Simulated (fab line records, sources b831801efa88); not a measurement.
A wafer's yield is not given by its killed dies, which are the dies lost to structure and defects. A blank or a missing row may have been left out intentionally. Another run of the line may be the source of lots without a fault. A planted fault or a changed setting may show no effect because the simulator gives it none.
Matching of chambers | flow sky130 | 4 sister chambers for SKY_LI_CONTACT_CMP_24 on cmp-02
The step polishes, stops on PSG, t overpolish 19.19 s, target thk 0 nm. 14 wafers are shown with their chamber, then 7 later ones without.

== WAFERS, EACH WITH ITS CHAMBER ==
wafer  | chamber | motorCurrentA (A) | timeToEndpointS (s) | overpolishRunS (s)
L633.2 | 3       | 10.4              | 95                  | 19.186
L633.3 | 2       | 11.9              | 96                  | 19.198
L633.6 | 3       | 10.3              | 93                  | 19.193
L636.1 | 1       | 9.1               | 100                 | 19.190
L636.2 | 2       | 11.5              | 92                  | 19.186
L636.4 | 3       | 11.0              | 89                  | 19.199
L637.1 | 3       | 10.6              | 96                  | 19.169
L637.4 | 0       | 11.4              | 98                  | 19.196
L637.5 | 3       | 10.5              | 96                  | 19.188
L638.1 | 0       | 11.2              | 99                  | 19.188
L638.4 | 1       | 9.6               | 103                 | 19.191
L638.5 | 0       | 11.3              | 99                  | 19.184
L649.1 | 2       | 12.2              | 96                  | 19.186
L649.3 | 1       | 9.1               | 103                 | 19.197

SIGNATURES (means of the wafers above)
reading         | chamber 0 | chamber 1 | chamber 2 | chamber 3 | scatter within a chamber
motorCurrentA   | 11.300    | 9.267     | 11.867    | 10.560    | 0.269
timeToEndpointS | 98.67     | 102.00    | 94.67     | 93.80     | 2.28
overpolishRunS  | 19.18933  | 19.19267  | 19.19000  | 19.18700  | 0.0084
Rule: a wafer lies at a distance from a chamber equal to the root of the sum of squares, over the readings, of (its reading less the chamber's mean, divided by the reading's scatter). The wafer belongs to the nearest chamber; if the next one is less than 2 further off, it can't be placed. How the scatter is found: for the shown wafers, subtract from each reading the mean of its chamber, square and add these, divide the total by (wafers less chambers), then take the root.

== WAFERS MISSING THEIR CHAMBER ==
wafer  | motorCurrentA (A) | timeToEndpointS (s) | overpolishRunS (s)
L649.5 | 10.5              | 95                  | 19.199
L653.2 | 11.4              | 97                  | 19.196
L653.4 | 9.3               | 99                  | 19.183
L653.5 | 10.7              | 92                  | 19.182
L654.2 | 10.7              | 100                 | 19.197
L654.3 | 10.0              | 95                  | 19.201
L654.4 | 11.4              | 101                 | 19.176

== WHICH CHAMBER EACH WENT THROUGH ==
wafer  | from the rows above     | in truth
L649.5 | 3                       | 3
L653.2 | can't be placed: 0 or 2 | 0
L653.4 | 1                       | 1
L653.5 | 3                       | 3
L654.2 | can't be placed: 0 or 3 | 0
L654.3 | can't be placed: 3 or 1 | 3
L654.4 | can't be placed: 0 or 2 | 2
3 of 7 placed correctly. From these rows, 4 cannot be placed; in 4 the true chamber is one of the candidates. Placed wrongly: 0.
